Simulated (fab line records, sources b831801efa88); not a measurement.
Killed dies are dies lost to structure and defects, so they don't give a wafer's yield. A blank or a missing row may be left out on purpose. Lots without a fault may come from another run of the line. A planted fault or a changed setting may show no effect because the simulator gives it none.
fab line records | flow sky130
record lots=24 wafers=72 last_day=50
route steps=708 shown LDD_N@244 SD_N@358 CONTACT@410 METAL2@484
lots that met no fault: from a run of the same line without faults
start_h: hours from the record's first day to the start of the lot's first wafer shown | wait_h: hours since the lot's step before | " the same as in the row above | L1.1+2: a row that stands for several wafers | - no value, or no start given | * or withheld: withheld | < > ~ a bound
route shown NAME@n: a module of which the file shows steps, and the number in the route of the first | usual: mean/standard deviation of fault-free wafers | same: alike in all rows | chamber/n: place in a boat | sites: the reading at each site | _std_site: their standard deviation | _edge_site: outer sites' mean less inner sites' | radius_mm: how far each site lies from the wafer's centre | mask NAME#n: copy n | behind: the tool/chamber that last shaped the wafer | hold: why the lot was held/for how many hours/how that ended | device: the transistor (n, p or np) that didn't switch | end of line: the same wafers' tests at the end of the route | a step without rows: its recipe alone | killed: dies lost to structure and defects at the first sort, not the wafer's yield | map: a wafer's dies, x killed, . not, _ none there
set.NAME: the setting as run; set.NAME@STEP: as run at that earlier step | model.NAME: the simulator's own value behind a step, which no gauge read
steps of the route over a sample of lots; a table a step, a row a wafer
services: from which hour (start_h, from the record's first day; less than 0 if before it) a tool's chamber was out of use, for how many hours, and why
## steps
# step SKY_LDD_N_OVL_MEAS_07
# usual LDD_N_OVL=-1.4/1.3
# columns lot.wafer tool chamber start_h wait_h LDD_N_OVL[nm]
L074.2 overlay-01 - 398.72 0.1 0.8
L074.3 " - " " -2.4
L074.4 " - " " -0.1
L075.3 overlay-01 - 404.12 0.1 -0.7
L075.5 " - " " 1.1
L075.6 " - " " -1.1
L076.3 overlay-01 - 411.67 0.1 -1.0
L076.4 " - " " -3.1
L076.6 " - " " -2.5
L079.1 overlay-01 - 461.21 0.1 -0.8
L079.2 " - " " -1.4
L079.4 " - " " 0.2
L077.2 overlay-01 - 464.81 0.1 -2.5
L077.3 " - " " -3.0
L077.6 " - " " -2.5
L078.1 overlay-01 - 465.22 0.1 -1.3
L078.4 " - " " -2.6
L078.6 " - " " -1.4
L081.3 overlay-02 - 469.22 0.1 -0.4
L081.4 " - " " -1.6
L081.6 " - " " -0.9
L080.2 overlay-01 - 470.52 0.1 -2.3
L080.3 " - " " -3.6
L080.4 " - " " -2.5
L082.2 overlay-01 - 474.46 0.1 -1.4
L082.4 " - " " -2.3
L082.5 " - " " -2.4
L083.4 overlay-01 - 514.03 0.1 -0.8
L083.5 " - " " -2.4
L083.6 " - " " -2.3
L084.4 overlay-02 - 516.13 0.1 -2.1
L084.5 " - " " -0.7
L084.6 " - " " -3.7
L086.3 overlay-02 - 516.37 0.1 -1.4
L086.4 " - " " -1.5
L086.5 " - " " -2.8
L085.1 overlay-02 - 517.01 0.1 0.8
L085.2 " - " " 1.0
L085.6 " - " " 0.3
L087.1 overlay-01 - 519.16 0.1 -0.7
L087.3 " - " " -1.2
L087.5 " - " " -1.3
L089.2 overlay-02 - 525.16 0.1 -1.6
L089.4 " - " " -3.3
L089.6 " - " " 0.0
L088.2 overlay-02 - 526.06 0.1 -0.2
L088.3 " - " " -1.5
L088.5 " - " " 0.8
L090.1 overlay-01 - 539.41 0.1 -0.8
L090.4 " - " " -2.1
L090.5 " - " " -1.0
L091.2 overlay-02 - 543.56 0.1 -2.0
L091.5 " - " " -1.9
L091.6 " - " " -1.7
L092.1 overlay-02 - 553.76 0.1 -3.0
L092.4 " - " " -1.2
L092.6 " - " " -2.8
L094.3 overlay-01 - 567.57 0.1 -0.1
L094.4 " - " " -1.9
L094.5 " - " " -0.8
L093.2 overlay-02 - 570.22 0.1 -1.9
L093.4 " - " " -1.9
L093.6 " - " " -2.7
L095.1 overlay-02 - 571.81 0.1 -1.7
L095.2 " - " " 0.1
L095.3 " - " " 0.5
L096.1 overlay-02 - 589.41 0.1 -2.2
L096.2 " - " " 0.0
L096.5 " - " " -2.4
L097.1 overlay-01 - 590.46 0.1 -2.8
L097.3 " - " " -1.7
L097.4 " - " " -0.8
# step SKY_SD_N_RS_MEAS_16
# recipe thk_meas_gauge=four-point-probe
# usual SD_N_RS=68.69/0.11
# columns lot.wafer tool chamber start_h wait_h SD_N_RS[ohm/sq]
L074.2 film_metro-04 - 640.92 0.1 68.76
L074.3 " - " " 68.79
L074.4 " - " " 68.85
L075.3 film_metro-01 - 644.64 0.1 68.62
L075.5 " - " " 68.70
L075.6 " - " " 68.55
L076.3 film_metro-01 - 649.44 0.1 68.51
L076.4 " - " " 68.86
L076.6 " - " " 68.67
L079.1 film_metro-04 - 700.20 0.1 68.62
L079.2 " - " " 68.83
L079.4 " - " " 68.70
L077.2 film_metro-04 - 702.67 0.1 68.76
L077.3 " - " " 68.71
L077.6 " - " " 68.65
L078.1 film_metro-04 - 704.05 0.1 68.61
L078.4 " - " " 68.75
L078.6 " - " " 68.79
L081.3 film_metro-04 - 705.34 0.1 68.91
L081.4 " - " " 68.68
L081.6 " - " " 68.83
L080.2 film_metro-01 - 707.18 0.1 68.45
L080.3 " - " " 68.66
L080.4 " - " " 68.63
L082.2 film_metro-01 - 714.28 0.1 68.72
L082.4 " - " " 68.89
L082.5 " - " " 68.69
L083.4 film_metro-04 - 748.66 0.1 68.78
L083.5 " - " " 68.88
L083.6 " - " " 68.78
L084.4 film_metro-03 - 748.96 0.1 68.56
L084.5 " - " " 68.61
L084.6 " - " " 68.57
L086.3 film_metro-01 - 751.09 0.1 68.63
L086.4 " - " " 68.65
L086.5 " - " " 68.59
L085.1 film_metro-03 - 753.15 0.1 68.69
L085.2 " - " " 68.62
L085.6 " - " " 68.68
L087.1 film_metro-04 - 753.54 0.1 68.67
L087.3 " - " " 68.66
L087.5 " - " " 68.57
L089.2 film_metro-04 - 759.87 0.1 68.67
L089.4 " - " " 68.81
L089.6 " - " " 68.71
L088.2 film_metro-03 - 760.83 0.1 68.90
L088.3 " - " " 68.79
L088.5 " - " " 68.75
L090.1 film_metro-04 - 771.20 0.1 68.76
L090.4 " - " " 68.65
L090.5 " - " " 68.77
L091.2 film_metro-03 - 775.07 0.1 68.78
L091.5 " - " " 68.74
L091.6 " - " " 68.71
L092.1 film_metro-04 - 785.20 0.1 68.60
L092.4 " - " " 68.58
L092.6 " - " " 68.91
L094.3 film_metro-04 - 797.29 0.1 68.71
L094.4 " - " " 68.72
L094.5 " - " " 68.75
L093.2 film_metro-01 - 800.42 0.1 68.51
L093.4 " - " " 68.54
L093.6 " - " " 68.34
L095.1 film_metro-04 - 802.00 0.1 68.69
L095.2 " - " " 68.65
L095.3 " - " " 68.71
L096.1 film_metro-04 - 816.91 0.1 68.61
L096.2 " - " " 68.79
L096.5 " - " " 68.75
L097.1 film_metro-01 - 818.65 0.1 68.76
L097.3 " - " " 68.78
L097.4 " - " " 68.66
# step SKY_CONTACT_CMP_04
# recipe material=SiO2 down_force_psi=4 platen_rpm=60 pad_velocity_m_s=0.94248
# usual motor_current_A=12.3/1.3 time_to_endpoint_s=79/4.4
# columns lot.wafer tool chamber start_h wait_h motor_current_A time_to_endpoint_s
L074.2 cmp-01 2 702.93 0.0 13.1 81
L074.4 " 3 " " 11.3 78
L074.3 " 1 " " 12.1 83
L075.3 cmp-01 3 706.47 0.5 11.1 75
L075.5 " 2 " " 12.5 83
L075.6 " 3 " " 11.1 75
L076.3 cmp-01 3 715.76 0.0 11.1 78
L076.4 " 1 " " 11.6 78
L076.6 " 0 " " 13.8 86
L079.2 cmp-01 0 758.24 0.0 13.5 85
L079.1 " 2 " " 13.1 78
L079.4 " 3 " " 11.9 72
L077.3 cmp-02 1 762.52 0.1 13.8 81
L077.2 " 2 " " 11.9 81
L077.6 " 0 " " 13.4 75
L078.4 cmp-02 2 762.77 0.2 12.6 78
L078.1 " 0 " " 13.3 74
L078.6 " 3 " " 10.3 70
L081.4 cmp-01 2 763.09 0.1 13.5 76
L081.3 " 3 " " 11.4 77
L081.6 " 2 " " 12.8 83
L080.4 cmp-01 3 765.39 0.1 11.2 80
L080.2 " 0 " " 14.5 82
L080.3 " 1 " " 12.1 80
L082.2 cmp-02 3 772.02 0.1 9.3 73
L082.4 " 1 " " 13.5 84
L082.5 " 3 " " 9.5 72
L083.4 cmp-01 2 805.29 0.0 12.8 73
L083.5 " 2 " " 12.8 82
L083.6 " 3 " " 10.8 75
L084.4 cmp-01 1 806.43 0.1 11.2 86
L084.5 " 0 " " 13.0 89
L084.6 " 1 " " 11.5 84
L086.3 cmp-02 3 808.80 0.0 9.5 72
L086.4 " 0 " " 12.9 84
L086.5 " 3 " " 9.7 73
L085.2 cmp-01 0 810.95 0.0 14.0 86
L085.1 " 2 " " 13.4 78
L085.6 " 0 " " 13.4 84
L087.3 cmp-02 1 811.46 0.1 12.3 88
L087.1 " 2 " " 12.7 78
L087.5 " 0 " " 12.9 75
L089.2 cmp-01 0 817.83 0.0 13.1 83
L089.4 " 2 " " 13.4 77
L089.6 " 1 " " 12.1 80
L088.3 cmp-02 0 818.50 0.0 12.7 85
L088.2 " 2 " " 12.1 76
L088.5 " 0 " " 13.6 78
L090.1 cmp-01 2 828.54 0.1 12.4 81
L090.4 " 3 " " 11.0 75
L090.5 " 0 " " 13.6 85
L091.2 cmp-02 0 832.40 0.0 12.9 77
L091.6 " 0 " " 13.4 79
L091.5 " 1 " " 12.9 82
L092.4 cmp-01 3 841.81 0.0 10.6 79
L092.1 " 1 " " 11.5 79
L092.6 " 0 " " 13.2 85
L094.4 cmp-01 2 853.26 0.1 13.7 78
L094.3 " 3 " " 11.4 76
L094.5 " 2 " " 13.3 73
L093.4 cmp-02 3 857.42 0.0 9.7 73
L093.2 " 2 " " 12.7 84
L093.6 " 0 " " 13.0 72
L095.3 cmp-02 2 859.04 0.0 12.6 81
L095.1 " 3 " " 9.4 71
L095.2 " 0 " " 13.2 76
L096.2 cmp-01 3 874.01 0.0 11.7 76
L096.1 " 0 " " 13.4 83
L096.5 " 3 " " 10.9 80
L097.3 cmp-02 0 874.85 0.0 13.5 77
L097.1 " 1 " " 13.6 81
L097.4 " 2 " " 12.4 80
# step SKY_CONTACT_ETCH_16
# recipe chemistry=N2/H2 target=BARC ion_energy_ev=200 source_w=500 bias_w=100 pressure_mtorr=30 n2_flow_sccm=100 h2_flow_sccm=200 stop_on=SiO2 time_s=45.9 target_depth_a=600
# usual drypump_motor_current_A=5.8/0.5 h2_flow_sccm=200.0/0.59 oes_product_au=0.854/0.0047 throttle_valve_pct=13.226/0.0097
# columns lot.wafer tool chamber start_h wait_h drypump_motor_current_A h2_flow_sccm oes_product_au rf_hours_counter_h throttle_valve_pct
L074.2 rie_diel-01 3 731.58 0.0 6.2 199.5 0.861 20 13.221
L074.3 " 2 " " 5.0 200.6 0.853 15 13.209
L074.4 " 1 " " 5.1 201.0 0.857 2 13.224
L075.3 rie_diel-03 0 734.76 0.0 6.6 199.7 0.856 9 13.224
L075.5 " 2 " " 6.1 199.9 0.850 - 13.225
L075.6 " 1 " " 5.7 199.7 0.855 - 13.227
L076.3 rie_diel-01 3 742.83 0.0 6.2 199.8 0.857 20 13.232
L076.4 " 2 " " 5.0 200.6 0.859 16 13.221
L076.6 " 0 " " 5.6 199.7 0.855 - 13.245
L079.1 rie_diel-03 2 786.08 0.0 6.1 199.2 0.861 22 13.233
L079.2 " 1 " " 5.7 200.5 0.856 13 13.243
L079.4 " 3 " " 5.6 200.3 0.852 10 13.224
L077.2 rie_diel-02 3 790.66 0.0 6.3 200.7 0.858 10 13.225
L077.3 " 2 " " 5.7 199.3 0.856 22 13.236
L077.6 " 3 " " 6.3 201.2 0.855 - 13.219
L078.1 rie_diel-01 3 790.83 0.0 6.2 200.3 0.861 21 13.221
L078.4 " 2 " " 5.0 199.6 0.862 17 13.216
L078.6 " 0 " " 5.6 199.6 0.851 - 13.237
L081.3 rie_diel-03 3 791.31 0.0 5.7 199.6 0.852 10 13.213
L081.4 " 1 " " 5.7 200.7 0.859 14 13.231
L081.6 " 0 " " 6.6 200.7 0.854 - 13.243
L080.2 rie_diel-01 1 793.06 0.0 5.0 200.0 0.855 4 13.222
L080.3 " 0 " " 5.6 200.3 0.855 40 13.218
L080.4 " 2 " " 5.0 200.7 0.848 17 13.233
L082.2 rie_diel-01 1 799.06 0.0 5.0 200.6 0.854 4 13.233
L082.4 " 0 " " 5.6 200.7 0.849 40 13.226
L082.5 " 0 " " 5.6 200.1 0.858 - 13.224
L083.4 rie_diel-02 2 831.94 0.0 5.7 199.1 0.846 23 13.228
L083.5 " 3 " " 6.3 200.3 0.850 - 13.219
L083.6 " 0 " " 6.2 201.1 0.851 - 13.233
L084.4 rie_diel-03 1 832.26 0.0 5.7 200.9 0.863 15 13.228
L084.5 " 0 " " 6.6 198.9 0.858 - 13.218
L084.6 " 1 " " 5.7 201.1 0.846 - 13.215
L086.3 rie_diel-02 3 835.83 0.0 6.3 199.5 0.856 - 13.227
L086.4 " 2 " " 5.7 200.0 0.861 - 13.225
L086.5 " 2 " " 5.7 199.8 0.859 - 13.225
L085.1 rie_diel-01 3 837.88 0.0 6.2 200.1 0.851 23 13.243
L085.2 " 2 " " 5.0 200.0 0.854 18 13.221
L085.6 " 2 " " 5.0 199.5 0.857 - 13.226
L087.1 rie_diel-03 0 838.16 0.0 6.6 200.5 0.862 12 13.240
L087.3 " 2 " " 6.1 201.1 0.851 24 13.215
L087.5 " 2 " " 6.1 200.0 0.862 - 13.244
L089.2 rie_diel-02 1 844.21 0.0 5.3 199.9 0.856 6 13.232
L089.4 " 1 " " 5.3 199.2 0.857 - 13.217
L089.6 " 2 " " 5.7 199.6 0.856 - 13.246
L088.2 rie_diel-02 1 845.41 0.0 5.4 199.4 0.851 6 13.208
L088.3 " 2 " " 5.7 201.3 0.843 23 13.228
L088.5 " 3 " " 6.3 199.4 0.846 - 13.227
L090.1 rie_diel-03 1 855.21 0.0 5.7 199.6 0.846 16 13.217
L090.4 " 0 " " 6.6 199.2 0.855 13 13.213
L090.5 " 1 " " 5.7 199.4 0.851 - 13.216
L091.2 rie_diel-02 1 858.51 0.0 5.3 200.0 0.853 6 13.229
L091.5 " 3 " " 6.3 199.8 0.857 - 13.217
L091.6 " 0 " " 6.3 200.3 0.857 - 13.220
L092.1 rie_diel-01 1 868.51 0.0 5.1 200.6 0.848 7 13.237
L092.4 " 0 " " 5.6 200.5 0.855 1 13.221
L092.6 " 0 " " 5.6 199.5 0.855 - 13.223
L094.3 rie_diel-03 3 879.43 0.0 5.7 199.5 0.854 13 13.225
L094.4 " 0 " " 6.6 201.0 0.851 14 13.236
L094.5 " 2 " " 6.1 199.8 0.850 - 13.205
L093.2 rie_diel-03 0 884.56 0.0 6.6 199.3 0.852 14 13.212
L093.4 " 2 " " 6.1 200.0 0.849 26 13.233
L093.6 " 0 " " 6.6 200.1 0.851 - 13.219
L095.1 rie_diel-01 1 885.88 0.0 5.0 200.2 0.850 7 13.218
L095.2 " 2 " " 5.0 201.0 0.861 20 13.220
L095.3 " 3 " " 6.2 199.6 0.851 25 13.220
L096.1 rie_diel-02 3 899.86 0.0 6.3 199.2 0.854 13 13.223
L096.2 " 2 " " 5.7 199.8 0.859 25 13.227
L096.5 " 0 " " 6.2 200.9 0.866 - 13.236
L097.1 rie_diel-01 0 901.73 0.0 5.6 199.8 0.853 2 13.219
L097.3 " 3 " " 6.2 199.7 0.847 25 13.228
L097.4 " 2 " " 5.0 199.2 0.851 21 13.210
# step SKY_CONTACT_RS_MEAS_25
# recipe thk_meas_gauge=four-point-probe reads=W_of_CONTACT_CVD_24+TiN_of_CONTACT_SPUTTER_23
# usual CONTACT_W_RS=0.338/0.0079
# columns lot.wafer tool chamber start_h wait_h CONTACT_W_RS[ohm/sq]
L074.2 film_metro-03 - 732.53 0.1 0.343
L074.3 " - " " 0.342
L074.4 " - " " 0.326
L075.3 film_metro-04 - 735.73 0.1 0.342
L075.5 " - " " 0.341
L075.6 " - " " 0.325
L076.3 film_metro-02 - 743.78 0.1 0.344
L076.4 " - " " 0.343
L076.6 " - " " 0.345
L079.1 film_metro-02 - 786.98 0.1 0.345
L079.2 " - " " 0.344
L079.4 " - " " 0.344
L078.1 film_metro-02 - 791.73 0.1 0.325
L078.4 " - " " 0.343
L078.6 " - " " 0.347
L077.2 film_metro-03 - 792.01 0.1 0.343
L077.3 " - " " 0.343
L077.6 " - " " 0.339
L081.3 film_metro-04 - 792.35 0.1 0.326
L081.4 " - " " 0.346
L081.6 " - " " 0.344
L080.2 film_metro-02 - 794.08 0.1 0.327
L080.3 " - " " 0.343
L080.4 " - " " 0.324
L082.2 film_metro-02 - 800.09 0.1 0.342
L082.4 " - " " 0.346
L082.5 " - " " 0.346
L083.4 film_metro-04 - 832.98 0.1 0.343
L083.5 " - " " 0.342
L083.6 " - " " 0.341
L084.4 film_metro-02 - 833.24 0.1 0.325
L084.5 " - " " 0.340
L084.6 " - " " 0.328
L086.3 film_metro-04 - 836.83 0.1 0.342
L086.4 " - " " 0.342
L086.5 " - " " 0.341
L085.1 film_metro-03 - 838.78 0.1 0.338
L085.2 " - " " 0.325
L085.6 " - " " 0.325
L087.1 film_metro-02 - 839.13 0.1 0.344
L087.3 " - " " 0.343
L087.5 " - " " 0.344
L089.2 film_metro-03 - 845.16 0.1 0.344
L089.4 " - " " 0.330
L089.6 " - " " 0.341
L088.2 film_metro-02 - 846.42 0.1 0.342
L088.3 " - " " 0.345
L088.5 " - " " 0.343
L090.1 film_metro-02 - 856.11 0.1 0.344
L090.4 " - " " 0.342
L090.5 " - " " 0.345
L091.2 film_metro-04 - 859.43 0.1 0.339
L091.5 " - " " 0.338
L091.6 " - " " 0.328
L092.1 film_metro-04 - 869.41 0.1 0.323
L092.4 " - " " 0.325
L092.6 " - " " 0.324
L094.3 film_metro-03 - 880.37 0.1 0.342
L094.4 " - " " 0.327
L094.5 " - " " 0.326
L093.2 film_metro-04 - 885.50 0.1 0.333
L093.4 " - " " 0.336
L093.6 " - " " 0.321
L095.1 film_metro-03 - 886.86 0.1 0.350
L095.2 " - " " 0.344
L095.3 " - " " 0.350
L096.1 film_metro-04 - 900.76 0.1 0.340
L096.2 " - " " 0.341
L096.5 " - " " 0.340
L097.1 film_metro-03 - 902.63 0.1 0.343
L097.3 " - " " 0.341
L097.4 " - " " 0.338
# step SKY_METAL2_SPUTTER_01
# recipe material=TiN target_thk_nm=20 power_w=6500 time_s=16.7 chamber_pressure_pa=0.4
# usual throttle_valve_pct=30.1/1.1
# columns lot.wafer tool chamber start_h wait_h throttle_valve_pct
L074.2 pvd_sputter-02 - 791.65 0.0 30.7
L074.3 " - " " 31.8
L074.4 " - " " 30.9
L075.3 pvd_sputter-02 - 793.60 0.0 30.8
L075.5 " - " " 32.0
L075.6 " - " " 31.0
L076.3 pvd_sputter-02 - 800.86 0.0 30.7
L076.4 " - " " 31.8
L076.6 " - " " 29.4
L079.1 pvd_sputter-03 - 843.35 0.0 28.2
L079.2 " - " " 30.8
L079.4 " - " " 29.6
L078.1 pvd_sputter-03 - 849.15 0.0 28.9
L078.4 " - " " 29.2
L078.6 " - " " 28.4
L077.2 pvd_sputter-04 - 849.28 0.0 29.6
L077.3 " - " " 29.9
L077.6 " - " " 29.4
L081.3 pvd_sputter-02 - 850.12 0.0 31.9
L081.4 " - " " 29.3
L081.6 " - " " 30.8
L080.2 pvd_sputter-02 - 851.63 0.0 30.8
L080.3 " - " " 31.8
L080.4 " - " " 29.5
L082.2 pvd_sputter-04 - 856.11 0.0 29.7
L082.4 " - " " 29.9
L082.5 " - " " 29.5
L083.4 pvd_sputter-03 - 889.96 0.0 31.0
L083.5 " - " " 28.1
L083.6 " - " " 29.4
L084.4 pvd_sputter-04 - 890.31 0.0 29.9
L084.5 " - " " 29.6
L084.6 " - " " 29.6
L086.3 pvd_sputter-02 - 892.21 0.0 30.8
L086.4 " - " " 31.9
L086.5 " - " " 30.8
L085.1 pvd_sputter-03 - 894.90 0.0 28.3
L085.2 " - " " 29.5
L085.6 " - " " 28.0
L087.1 pvd_sputter-02 - 895.55 0.0 30.9
L087.3 " - " " 32.0
L087.5 " - " " 32.0
L089.2 pvd_sputter-03 - 900.28 0.0 28.3
L089.4 " - " " 31.1
L089.6 " - " " 30.8
L088.2 pvd_sputter-03 - 902.76 0.0 29.5
L088.3 " - " " 28.4
L088.5 " - " " 30.8
L090.1 pvd_sputter-02 - 911.38 0.0 30.8
L090.4 " - " " 31.8
L090.5 " - " " 31.0
L091.2 pvd_sputter-04 - 915.03 0.0 29.6
L091.5 " - " " 31.9
L091.6 " - " " 29.6
L092.1 pvd_sputter-03 - 922.69 0.0 28.2
L092.4 " - " " 30.9
L092.6 " - " " 28.7
L094.3 pvd_sputter-03 - 935.21 0.0 28.8
L094.4 " - " " 29.6
L094.5 " - " " 30.6
L093.2 pvd_sputter-03 - 938.79 0.0 31.0
L093.4 " - " " 29.5
L093.6 " - " " 29.4
L095.1 pvd_sputter-04 - 939.82 0.0 29.4
L095.2 " - " " 29.9
L095.3 " - " " 31.7
L096.1 pvd_sputter-04 - 952.30 0.0 31.6
L096.2 " - " " 29.9
L096.5 " - " " 30.0
L097.1 pvd_sputter-02 - 955.31 0.0 30.8
L097.3 " - " " 31.8
L097.4 " - " " 29.4
## services
# columns tool chamber start_h hours kind
cmp-02 - 680.75 0.4 repair
cmp-02 - 682.98 4.5 pm
pvd_sputter-02 - 684.09 2.1 repair
pvd_sputter-02 - 698.43 0.9 repair
cmp-02 - 702.55 5.5 repair
rie_diel-03 0 707.07 7.1 repair
rie_diel-03 1 723.45 1.3 repair
rie_diel-03 3 724.88 8.2 repair
cmp-02 - 726.39 0.8 repair
rie_diel-02 1 733.21 1.6 repair
cmp-01 - 744.22 4.0 pm
cmp-02 - 778.09 8.8 pm
pvd_sputter-03 - 789.07 8.0 repair
rie_diel-01 0 814.70 4.5 repair
rie_diel-01 0 846.98 7.5 repair
cmp-02 - 851.21 0.7 repair
rie_diel-01 - 863.21 0.4 repair
pvd_sputter-02 - 877.06 3.1 repair
cmp-01 - 907.13 0.4 repair
cmp-02 - 912.06 4.0 pm
pvd_sputter-03 - 912.29 8.0 repair
rie_diel-03 - 921.90 1.0 repair
rie_diel-01 - 926.90 15.6 pm
rie_diel-03 3 934.16 25.3 repair
## key
fault none
